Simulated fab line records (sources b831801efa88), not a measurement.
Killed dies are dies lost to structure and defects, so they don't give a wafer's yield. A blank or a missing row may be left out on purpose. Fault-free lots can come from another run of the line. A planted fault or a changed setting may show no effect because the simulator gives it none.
Split-lot study    flow sfqLine    5 lots, 23 wafers read, on a route of 325 steps

## THE SPLIT ITSELF
At SFQ_TRILAYER_R5_ETCH_METAL_ETCH_139 (etches the open film in Cl2, stops on SiO2, target depth 60 nm, time 40 s), the setting timeS was moved away from the recipe's 40 s on 10 of the 23 wafers read, by -9.6% to +12.8%. All remaining wafers had this setting at the recipe value.

The reading comes from the split's own step.

## THE READING
oesProductAu, in a.u., at SFQ_TRILAYER_R5_ETCH_METAL_ETCH_139 (etches the open film in Cl2, stops on SiO2, target depth 60 nm, time 40 s). Fault-free wafers of this fab line usually give 0.990 a.u., standard deviation 0.0052 a.u.

wafer   tool, chamber at the split  timeS as run, s  against the recipe  oesProductAu, a.u.  against lot-mates on the recipe
L076.1  rieMetal-04, 1              40               recipe              0.992               -
L076.2  rieMetal-04, 0              37.55            -6.1%               1.000               +0.009
L076.3  rieMetal-04, 1              37.55            -6.1%               1.006               +0.015
L076.4  rieMetal-04, 0              40               recipe              0.984               -
L076.5  rieMetal-04, 0              40               recipe              0.997               -
L077.1  rieMetal-04, 0              42.44            +6.1%               0.970               -0.018
L077.2  rieMetal-04, 1              40               recipe              0.988               -
L077.4  rieMetal-04, 0              42.44            +6.1%               0.981               -0.007
L077.5  rieMetal-04, 1              40               recipe              0.993               -
L077.6  rieMetal-04, 0              40               recipe              0.984               -
L078.1  rieMetal-01, 1              45.12            +12.8%              0.964               -0.025
L078.2  rieMetal-01, 0              40               recipe              0.989               -
L078.3  rieMetal-01, 0              45.12            +12.8%              0.965               -0.024
L078.4  rieMetal-01, 1              45.12            +12.8%              0.962               -0.027
L078.6  rieMetal-01, 1              40               recipe              0.989               -
L082.2  rieMetal-01, 0              40               recipe              0.990               -
L082.4  rieMetal-01, 0              40               recipe              0.994               -
L082.6  rieMetal-01, 1              40               recipe              0.993               -
L083.2  rieMetal-02, 0              40               recipe              0.984               -
L083.3  rieMetal-02, 0              36.18            -9.6%               0.995               +0.009
L083.4  rieMetal-02, 1              36.18            -9.6%               1.002               +0.016
L083.5  rieMetal-02, 0              36.18            -9.6%               0.989               +0.003
L083.6  rieMetal-02, 1              40               recipe              0.989               -

THE FIT
A straight line over all 23 wafers: oesProductAu changes by -0.00162 a.u. for each +1% of timeS; r = -0.88; the points scatter about the line by 0.0058 a.u.
The same after taking each lot's own level away (the mean of its wafers on the recipe; 23 wafers): -0.00166 a.u. for each +1%; r = -0.92; scatter 0.0048 a.u.
Per that fit: largest timeS move, reading shift of 0.021 a.u.
Across the lots, their own levels run from 0.9865 to 0.9923 a.u., a range of 1.1 times the standard deviation given above.
So the lot-to-lot level changes the slope little: the two slopes agree.
Check: -0.0221 a.u. against its lot-mates is what the line predicts for one of the wafers moved furthest among these (+12.8%) when that wafer is left out of the fit. Against them it came out at -0.025 a.u.
Tool readings at the split's step, against how far the setting was moved: oesProductAu r = -0.88.

## FURTHER SPLITS ON THESE WAFERS
Other splits were also applied to these wafers ahead of the reading. Each is held against what the fit with the lots' levels taken away leaves over:
other split on the same wafers                  wafers away from the commonest value  r with oesProductAu (lot level and that fit taken away)
SFQ_TRILAYER_I3_VIA_LITHO_COAT_085 resistThkNm  4                                     +0.05
SFQ_TRILAYER_M4_LITHO_PEB_096 pebTempC          6                                     -0.23
SFQ_TRILAYER_M5_LITHO_EXPOSE_124 doseMj         5                                     -0.07
SFQ_TRILAYER_M5_ETCH_METAL_ETCH_126 icpW        10                                    +0.47
SFQ_TRILAYER_R5_LITHO_EXPOSE_137 doseMj         11                                    -0.03

## FILE'S OWN FIT
oesProductAu changes by -0.00172 a.u. for each +1% of timeS, r = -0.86.
